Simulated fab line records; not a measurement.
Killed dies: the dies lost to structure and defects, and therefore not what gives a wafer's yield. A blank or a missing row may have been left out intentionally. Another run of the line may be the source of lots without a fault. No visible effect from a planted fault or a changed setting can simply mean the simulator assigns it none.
Tool commonality check -- flow sky130 -- 12 lots and 36 wafers in the sample

== WHAT PROMPTED THE OPENING ==
4 of 12 lots carry a flag on the reading LDD_N_OVL at SKY_LDD_N_OVL_MEAS_07. No-fault wafers: -0.7 nm, standard deviation 1.4.
Rule: flag the lot when none of its wafers has a number, or when each of its wafers that has one lies beyond 4 standard deviations from that mean. All remaining lots are regarded as sound.

lot,measured,on,"LDD_N_OVL (nm), wafer by wafer",flag
L929,day 18 10:05,overlay-01,-1.1 0.4 0.4,
L930,day 18 12:24,overlay-02,1.1 0.2 -2.6,
L932,day 19 08:15,overlay-01,-0.6 -0.1 -1.6,
L931,day 19 09:57,overlay-01,-1.5 0.0 -3.1,
L933,day 19 20:11,overlay-01,-75.8 -72.7 -73.9,FLAGGED
L936,day 20 08:33,overlay-02,-74.3 -75.3 -76.1,FLAGGED
L935,day 20 13:21,overlay-01,-75.7 -75.6 -75.6,FLAGGED
L938,day 21 12:53,overlay-01,-75.6 -75.6 -74.7,FLAGGED
L940,day 22 02:24,overlay-01,-0.3 -1.1 -3.8,
L941,day 22 07:57,overlay-01,0.4 1.1 -1.6,
L943,day 22 23:41,overlay-02,-3.0 -2.5 -2.9,
L951,day 25 20:12,overlay-01,1.1 0.0 0.5,
The mean of the flagged lots' numbers is -75.1 nm, -74.4 nm from the usual (-53 standard deviations).

== WHICH TOOL EACH LOT WENT THROUGH ==
The record holds 2 process steps before the reading, out of a route of 708 steps. Read each cell as the tool, then ch plus the chambers that the sampled wafers visited, then the start.
lot,flag,SKY_POLY_GATE_ETCH_15,SKY_LDD_N_EXPOSE_04
L929,,"rie_diel-04 ch 0,1,3, day 17 02:19","iline_stepper-02 ch 0, day 17 19:02"
L930,,"rie_diel-02 ch 0,1,3, day 17 04:57","iline_stepper-02 ch 0, day 17 21:58"
L932,,"rie_diel-02 ch 0,3, day 17 23:35","iline_stepper-01 ch 0, day 18 17:10"
L931,,"rie_diel-04 ch 1,3, day 18 01:32","iline_stepper-01 ch 0, day 18 19:13"
L933,FLAGGED,"rie_diel-02 ch 0,1,3, day 18 11:24","iline_stepper-01 ch 0, day 19 05:03"
L936,FLAGGED,"rie_diel-04 ch 1,2,3, day 18 23:18","iline_stepper-01 ch 0, day 19 17:02"
L935,FLAGGED,"rie_diel-01 ch 0,2, day 19 04:10","iline_stepper-01 ch 0, day 19 22:28"
L938,FLAGGED,"rie_diel-02 ch 0,2,3, day 20 03:28","iline_stepper-01 ch 0, day 20 21:15"
L940,,"rie_diel-04 ch 0,1, day 20 18:06","iline_stepper-02 ch 0, day 21 11:44"
L941,,"rie_diel-02 ch 0,1,2, day 21 00:13","iline_stepper-02 ch 0, day 21 17:06"
L943,,"rie_diel-02 ch 0,1,3, day 21 15:36","iline_stepper-02 ch 0, day 22 08:40"
L951,,"rie_diel-04 ch 1, day 24 12:45","iline_stepper-02 ch 0, day 25 05:44"
What the steps here do:
- SKY_POLY_GATE_ETCH_15: etches BARC in N2/H2, stops on SiO2, time 118.5 s, target depth 110 nm.
- SKY_LDD_N_EXPOSE_04: exposes mask NTM, target cd 840 nm.
- SKY_LDD_N_OVL_MEAS_07

== FLAGGED OVER TOTAL, TOOL BY TOOL (the gauges that took the reading come last) ==
step,tool,lots run,flagged,share of the flagged lots,sound lots run after its first flagged lot
SKY_POLY_GATE_ETCH_15,rie_diel-01,1,1,some,0
SKY_POLY_GATE_ETCH_15,rie_diel-02,6,2,some,"2 (L941,L943)"
SKY_POLY_GATE_ETCH_15,rie_diel-04,5,1,some,"2 (L940,L951)"
SKY_LDD_N_EXPOSE_04,iline_stepper-01,6,4,all,0
SKY_LDD_N_EXPOSE_04,iline_stepper-02,6,0,none,-
SKY_LDD_N_OVL_MEAS_07,overlay-01,9,3,some,"3 (L940,L941,L951)"
SKY_LDD_N_OVL_MEAS_07,overlay-02,3,1,some,1 (L943)

== THE TABLE: WHAT IT ALLOWS ==
1 row of the table ran every flagged lot: iline_stepper-01 at SKY_LDD_N_EXPOSE_04.
- iline_stepper-01 at SKY_LDD_N_EXPOSE_04: 4 of its 6 lots flagged. Last sound lot L931 at day 18 19:13, first flagged lot L933 at day 19 05:03; a fault beginning in between fits.
One tool is left: iline_stepper-01 at SKY_LDD_N_EXPOSE_04.

== WHAT WAS PUT IN BY THE SIMULATOR ==
Scanner matching overlay: iline_stepper-01, from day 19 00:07 on, at SKY_LDD_N_EXPOSE_04. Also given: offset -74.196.
Shown lots that were struck: L933, L936, L935, L938. The rule given above showed the same thing.
